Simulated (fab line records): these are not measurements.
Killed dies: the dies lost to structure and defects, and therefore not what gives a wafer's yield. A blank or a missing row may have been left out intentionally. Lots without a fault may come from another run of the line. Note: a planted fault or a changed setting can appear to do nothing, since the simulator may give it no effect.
Chamber matching -- flow gf180mcu -- GF_STI_CMP_25 on cmp-01 has 4 sister chambers
The step polishes, stops on Si3N4, t overpolish 33 s, target thk 524.6 nm. 4 wafers are shown with their chamber, then 8 later ones without.

## WAFERS, EACH WITH ITS CHAMBER
wafer,chamber,motor current A (A)
L493.3,3,10.1
L494.1,0,10.0
L494.2,2,10.9
L494.5,1,11.6

## WAFERS WITH NO CHAMBER GIVEN
wafer,motor current A (A)
L496.1,10.6
L496.3,9.7
L496.5,11.1
L505.2,11.0
L505.3,11.4
L505.4,11.0
L508.1,11.5
L508.6,10.7

## EACH ONE'S CHAMBER
wafer,from the rows above,in truth
L496.1,can't be placed: 2 or 3 or 0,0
L496.3,can't be placed: 0 or 3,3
L496.5,can't be placed: 2 or 1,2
L505.2,2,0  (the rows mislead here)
L505.3,can't be placed: 1 or 2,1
L505.4,2,2
L508.1,1,1
L508.6,can't be placed: 2 or 3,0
Placed correctly: 2 of 8. Unplaceable from these rows: 5, with the true chamber sitting among the candidates in 4. 1 placed wrongly.
How it was worked out, from the rows above alone: a wafer's distance from a chamber is the root of the sum, over the readings, of the square of ((its reading less the chamber's mean) divided by the reading's scatter). If the next closest chamber is less than 2 further off than the closest, the wafer can't be placed; otherwise it belongs to the closest. For every chamber, the mean is computed from those of its wafers that are shown. The scatter (one wafer shown for each chamber): square how far every hidden wafer sits from the nearest shown wafer, average those squares and take the square root.
